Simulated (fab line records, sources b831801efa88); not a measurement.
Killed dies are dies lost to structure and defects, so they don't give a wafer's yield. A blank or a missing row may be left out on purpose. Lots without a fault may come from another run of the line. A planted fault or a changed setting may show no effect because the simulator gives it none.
One fault seen from 2 desks | flow sfq_line | each desk has only its own numbers; what lay behind them comes last

THE METROLOGY DESK
What the gauges read, lot by lot, whatever tool the lot ran on: means of the sampled wafers that have a number. A lot is out of limits, marked OUT, if its mean lies more than 4 standard deviations from the usual mean; the brackets give that distance.
Columns: A = I1_BOW at SFQ_I1_BOW_MEAS_912, usual 2 um; B = M3_OVL at SFQ_M3_OVL_MEAS_921, usual -3 nm
lot  | first seen here | A   | B
L624 | day 18 19:39    | 11  | 1
L625 | day 19 00:31    | 6   | -3
L626 | day 19 07:07    | 2   | 2
L628 | day 20 22:03    | 8   | -6
L629 | day 21 10:04    | -0  | 7
L635 | day 23 10:47    | 2   | 1
L640 | day 25 10:55    | -1  | -6
L641 | day 25 17:19    | -5  | -3
L643 | day 30 06:31    | 2   | -6
L644 | day 33 05:59    | 0   | -2
L645 | day 33 14:59    | 2   | 1
L646 | day 34 02:51    | -10 | -6
L647 | day 34 21:46    | 0   | -10
This desk's finding: nothing out of limits on any of the 13 lots.

THE TOOL OWNER'S DESK: cmp-02
The tool's own readings at SFQ_TRILAYER_I2_CMP_CMP_064 (polishes SiO2): means of the sampled wafers that have a number, for each lot that ran on this tool. A lot is out of limits, marked OUT, if its mean lies more than 4 standard deviations from the usual mean; the brackets give that distance.
Columns: A = motor_current_A at SFQ_TRILAYER_I2_CMP_CMP_064, usual 10.2 A; B = time_to_endpoint_s at SFQ_TRILAYER_I2_CMP_CMP_064, usual 207 s
lot  | first seen here | A    | B
L624 | day 32 07:45    | 10.2 | 213
L625 | day 32 11:21    | 10.4 | 204
L626 | day 32 14:57    | 10.2 | 212
L628 | day 34 04:22    | 10.0 | 207
L635 | day 37 03:38    | 10.2 | 210
L640 | day 39 10:07    | 10.0 | 207
L641 | day 39 19:07    | 9.8  | 194
L643 | day 42 22:48    | 10.5 | 198
L645 | day 46 01:19    | 10.2 | 209
L646 | day 46 11:22    | 10.9 | 222
This desk's finding: nothing out of limits on any of the 10 lots.

PUT TOGETHER
The metrology desk saw nothing out of limits.
The tool owner's desk saw nothing out of limits.

WHAT THE SIMULATOR HAD PUT IN
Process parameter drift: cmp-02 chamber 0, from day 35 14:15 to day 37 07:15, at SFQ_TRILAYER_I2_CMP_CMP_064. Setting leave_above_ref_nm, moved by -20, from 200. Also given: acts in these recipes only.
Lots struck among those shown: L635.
